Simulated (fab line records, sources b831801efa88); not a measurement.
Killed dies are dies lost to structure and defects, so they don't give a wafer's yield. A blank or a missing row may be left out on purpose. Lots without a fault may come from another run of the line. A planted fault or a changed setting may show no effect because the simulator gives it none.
Which tool did it? | flow gf180mcu | 6 lots, 18 wafers sampled, at 4 steps of a route of 602

WHAT THE GAUGES READ, wafer by wafer
GF_HV_LDD_TW_MEAS_38.
lot  | measured     | on            | HV_LDD_3_TW
L309 | day 12 09:33 | film_metro-04 | 1426 1431 1430
L315 | day 14 05:18 | film_metro-04 | 1543 1536 1546
L320 | day 15 21:08 | film_metro-04 | 1440 1437 1437
L323 | day 16 18:15 | film_metro-03 | 1435 1438 1437
L328 | day 18 17:31 | film_metro-04 | 1440 1438 1432
L330 | day 19 03:07 | film_metro-03 | 1436 1430 1428

WHICH TOOL RAN EACH LOT (tool, then ch and the chambers of the sampled wafers, then the start)
lot  | GF_VT_IMPLANT_RTA_45             | GF_HV_LDD_IMPLANT_34            | GF_HV_LDD_STRIP_37
L309 | rtp_anneal-01 ch 0, day 8 04:52  | implanter-03 ch 0, day 12 09:00 | plasma_asher-01 ch 0,1, day 12 09:27
L315 | rtp_anneal-02 ch 0, day 9 20:39  | implanter-04 ch 0, day 14 04:28 | plasma_asher-01 ch 0,1, day 14 05:13
L320 | rtp_anneal-01 ch 0, day 11 07:16 | implanter-03 ch 0, day 15 20:35 | plasma_asher-02 ch 0,1, day 15 21:01
L323 | rtp_anneal-02 ch 0, day 12 01:59 | implanter-01 ch 0, day 16 17:43 | plasma_asher-01 ch 0,1, day 16 18:08
L328 | rtp_anneal-02 ch 0, day 13 13:59 | implanter-01 ch 0, day 18 16:59 | plasma_asher-02 ch 0,1, day 18 17:26
L330 | rtp_anneal-02 ch 0, day 14 02:44 | implanter-01 ch 0, day 19 02:32 | plasma_asher-01 ch 0,1, day 19 02:58
- GF_VT_IMPLANT_RTA_45: time 30 s.
- GF_HV_LDD_IMPLANT_34
- GF_HV_LDD_STRIP_37: strips in O2/N2.

THE ANSWER, worked out from the rows above alone
Rule: what is usual is taken from the lots themselves. Put in order of their means at a reading, lots are off if they are a third of the lots or fewer, leave a main group of 4 or more, and stand apart from it by a gap of 3 or more times the standard deviation of the main group's means; of several such gaps the widest counts. A main group whose means are all the same, to the digits that the tables above print for the reading, isn't used. A lot without any number at a reading at which 4 lots or more have one is off too. The other lots that the step has rows for count as sound.
Off: L315, at GF_HV_LDD_TW_MEAS_38 (HV_LDD_3_TW). The main group: mean 1434, standard deviation 3.5.
A tool fits if, at a process step before that reading, it ran every lot that is off, and no sound lot after the first of them. The gauges at GF_HV_LDD_TW_MEAS_38 are tried like those tools. One fits: implanter-04 at GF_HV_LDD_IMPLANT_34. It ran no sound lot before its first lot that is off in this sample, so the start can't be narrowed down.

WHAT THE SIMULATOR HAD PUT IN
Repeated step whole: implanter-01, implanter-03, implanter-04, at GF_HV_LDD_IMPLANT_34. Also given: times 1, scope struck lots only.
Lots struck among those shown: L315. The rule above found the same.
